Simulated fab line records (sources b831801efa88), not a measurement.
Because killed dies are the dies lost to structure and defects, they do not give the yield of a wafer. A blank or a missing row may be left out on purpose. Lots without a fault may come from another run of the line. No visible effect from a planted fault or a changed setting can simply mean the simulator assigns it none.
Which tool did it? -- flow gf180mcu -- Sampling: 13 lots, 38 wafers, 7 of 602 route steps

== WHAT THE GAUGES READ, wafer by wafer ==
GF_STI_THK_MEAS_22. Usual: STI_OXIDATION_01_THK gives 15.16 nm (standard deviation 0.28).
lot,measured,on,STI_OXIDATION_01_THK (nm),flag
L449,day 2 17:59,film_metro-01,15.02 15.20 14.93,
L450,day 2 23:50,film_metro-03,15.06 14.92 15.02,
L451,day 3 05:22,film_metro-03,15.17 15.15 15.43,
L452,day 3 10:13,film_metro-01,14.68 14.85 14.95,
L453,day 3 15:11,film_metro-01,14.73 14.91 15.07,
L454,day 3 19:53,film_metro-03,15.08 15.02 15.05,
L455,day 4 02:01,film_metro-03,15.17 15.04 15.16,
L456,day 4 06:46,film_metro-04,15.48 15.46 15.26,
L457,day 4 11:13,film_metro-03,15.08 15.10 15.00,
L465,day 6 06:05,film_metro-03,15.16 15.54 15.45,
L466,day 6 12:33,film_metro-01,14.70 14.82 15.26,
L468,day 6 21:41,film_metro-04,15.00 14.87,
L469,day 7 02:49,film_metro-01,15.34 15.46 15.31,

GF_LVPWELL_OVL_MEAS_07. Usual: LVPWELL_OVL gives 0.4 nm (standard deviation 1.5).
lot,measured,on,LVPWELL_OVL (nm),flag
L449,day 4 13:44,overlay-01,1.2 -1.6 -0.6,
L450,day 4 17:44,overlay-01,1.3 2.8 0.2,
L451,day 5 00:40,overlay-02,-0.3 1.1 1.2,
L452,day 5 05:51,overlay-01,-1.3 -0.6 -1.1,
L453,day 5 11:40,overlay-01,0.6 1.2 -0.9,
L454,day 5 17:35,overlay-01,0.4 1.8 0.8,
L455,day 5 23:57,overlay-02,-0.5 1.2 1.1,
L456,day 6 04:23,overlay-02,2.1 2.3 2.2,
L457,day 6 08:53,overlay-01,1.0 -0.4 -1.8,
L465,day 8 07:04,overlay-01,-0.3 1.1 -1.5,
L466,day 8 14:44,overlay-02,- - -,OFF
L468,day 8 23:50,overlay-01,1.7 2.0,
L469,day 9 05:15,overlay-02,3.1 2.9 3.5,

GF_LVPWELL_TW_MEAS_11. Usual: LVPWELL_TW gives 556 (standard deviation 3.2).
lot,measured,on,LVPWELL_TW,flag
L449,day 4 14:10,film_metro-02,553 557 557,
L450,day 4 18:11,film_metro-02,553 554 555,
L451,day 5 01:05,film_metro-02,553 556 555,
L452,day 5 06:18,film_metro-02,552 556 556,
L453,day 5 12:05,film_metro-02,557 553 556,
L454,day 5 18:01,film_metro-01,551 552 548,
L455,day 6 00:23,film_metro-01,556 556 558,
L456,day 6 04:49,film_metro-04,561 560 560,
L457,day 6 09:20,film_metro-02,552 554 551,
L465,day 8 07:30,film_metro-02,553 553 551,
L466,day 8 15:10,film_metro-04,30 30 30,OFF
L468,day 9 00:16,film_metro-04,559 556,
L469,day 9 05:42,film_metro-02,554 555 553,

GF_MVSD_TW_MEAS_11. Usual: MVSD_TW gives 1567 (standard deviation 8).
lot,measured,on,MVSD_TW,flag
L449,day 5 04:23,film_metro-01,1555 1543 1548,
L450,day 5 09:04,film_metro-02,1560 1564 1570,
L451,day 5 16:34,film_metro-01,1561 1566 1559,
L452,day 5 20:52,film_metro-02,1571 1569 1571,
L453,day 6 03:10,film_metro-01,1570 1572 1575,
L454,day 6 08:40,film_metro-04,1578 1585 1576,
L455,day 6 15:34,film_metro-04,1579 1578 1574,
L456,day 6 20:55,film_metro-02,1561 1560 1566,
L457,day 7 01:17,film_metro-04,1579 1572 1577,
L465,day 8 23:37,film_metro-04,1579 1585 1581,
L466,day 9 07:07,film_metro-02,1593 1585 1589,
L468,day 9 17:16,film_metro-02,1559 1572,
L469,day 9 21:33,film_metro-01,1561 1561 1552,

GF_VT_IMPLANT_OVL_MEAS_18. Usual: VT_IMPLANT_01_OVL gives -0.3 nm (standard deviation 1.2).
lot,measured,on,VT_IMPLANT_01_OVL (nm),flag
L449,day 7 01:34,overlay-02,0.8 1.4 2.6,
L450,day 7 06:02,overlay-02,-0.7 0.3 -0.6,
L451,day 7 13:27,overlay-02,-2.4 -0.9 0.8,
L452,day 7 20:18,overlay-01,-0.3 -1.2 -1.0,
L453,day 8 02:09,overlay-02,-0.1 0.5 1.2,
L454,day 8 07:18,overlay-01,1.1 -0.6 0.5,
L455,day 8 14:51,overlay-01,-2.0 -0.4 -0.6,
L456,day 8 21:12,overlay-02,-0.7 1.3 -1.2,
L457,day 9 00:56,overlay-02,1.3 -1.5 -0.4,
L465,day 11 02:52,overlay-02,-1.5 0.7 -1.1,
L466,day 11 10:29,overlay-01,0.6 0.6 1.0,
L468,day 11 21:59,overlay-01,-2.9 -1.0,
L469,day 12 01:27,overlay-01,-0.4 0.9 -0.7,

== EACH LOT AND THE TOOL THAT RAN IT (in order: tool; ch and the chambers of the sampled wafers; start) ==
lot,GF_STI_ETCH_14,GF_LVPWELL_EXPOSE_04
L449,"rie_si-01 ch 1,2, day 2 16:13","iline_stepper-01 ch 0, day 4 06:35"
L450,"rie_si-02 ch 0,1,3, day 2 22:11","iline_stepper-02 ch 0, day 4 11:22"
L451,"rie_si-02 ch 0,2,3, day 3 03:43","iline_stepper-02 ch 0, day 4 17:38"
L452,"rie_si-02 ch 0,1, day 3 08:32","iline_stepper-02 ch 0, day 4 22:29"
L453,"rie_si-02 ch 1,3, day 3 13:28","iline_stepper-02 ch 0, day 5 04:47"
L454,"rie_si-02 ch 2,3, day 3 18:14","iline_stepper-01 ch 0, day 5 10:31"
L455,"rie_si-01 ch 2,3, day 4 00:20","iline_stepper-02 ch 0, day 5 17:18"
L456,"rie_si-01 ch 0,1,2, day 4 05:07","iline_stepper-02 ch 0, day 5 21:20"
L457,"rie_si-02 ch 0,2,3, day 4 09:34","iline_stepper-02 ch 0, day 6 01:28"
L465,"rie_si-01 ch 0,1,2, day 6 04:08","iline_stepper-02 ch 0, day 7 23:47"
L466,"rie_si-02 ch 0,1, day 6 10:53","iline_stepper-01 ch 0, day 8 06:32"
L468,"rie_si-01 ch 2,3, day 6 19:21","iline_stepper-01 ch 0, day 8 16:49"
L469,"rie_si-02 ch 0,1,3, day 7 00:41","iline_stepper-02 ch 0, day 8 21:43"
- GF_STI_ETCH_14: etches Si in HBr/Cl2/O2, target depth 360 nm, time 102.9 s.
- GF_LVPWELL_EXPOSE_04: exposes mask LVPWELL, target cd 600 nm.

== AS READ BY THE TOOLS THEMSELVES (means over the sampled wafers that have a number; for cases with no such wafer, the mark the record gives instead) ==
GF_STI_ETCH_14. Usual: drypump_motor_current_A 5.6 A, standard deviation 0.34; oes_product_au 1.001 a.u., standard deviation 0.01; throttle_valve_pct 25.656 %, standard deviation 0.012.
lot,tool,drypump_motor_current_A (A),oes_product_au (a.u.),throttle_valve_pct (%),flag
L449,rie_si-01,5.6,1.014,25.641,
L450,rie_si-02,5.4,1.000,25.662,
L451,rie_si-02,5.5,0.998,25.656,
L452,rie_si-02,5.4,1.007,25.639,
L453,rie_si-02,5.3,1.000,25.648,
L454,rie_si-02,5.5,0.997,25.659,
L455,rie_si-01,6.0,1.002,25.664,
L456,rie_si-01,5.9,0.999,25.657,
L457,rie_si-02,5.5,0.998,25.663,
L465,rie_si-01,5.9,1.005,25.662,
L466,rie_si-02,5.3,1.007,25.663,
L468,rie_si-01,6.0,1.003,25.663,
L469,rie_si-02,5.4,0.992,25.662,

== THE ANSWER, worked out from the rows above alone ==
Rule: a lot counts as off when the mean over its wafers that have a number is more than 3 standard deviations away from the usual mean. A lot without any number at a reading at which 4 lots or more have one is off too. All remaining lots with rows at the step are treated as sound. After the gauges, taken in route order, come the tools' own readings; for these a lot's mean is taken, as printed above. At the first step where some lot is off, the reading lying furthest off is the one used; lots without a number count as furthest.
Off: L466, at GF_LVPWELL_OVL_MEAS_07 (LVPWELL_OVL). Without a number there: L466.
A tool fits if, at a process step before that reading, it ran every lot that is off, and no sound lot after the first of them. Not tried: the gauges at GF_LVPWELL_OVL_MEAS_07; whatever is off there is also off at GF_LVPWELL_TW_MEAS_11, on other tools, and gauge error can't account for it. Not one of the candidates tried fits.

== WHAT THE SIMULATOR HAD PUT IN ==
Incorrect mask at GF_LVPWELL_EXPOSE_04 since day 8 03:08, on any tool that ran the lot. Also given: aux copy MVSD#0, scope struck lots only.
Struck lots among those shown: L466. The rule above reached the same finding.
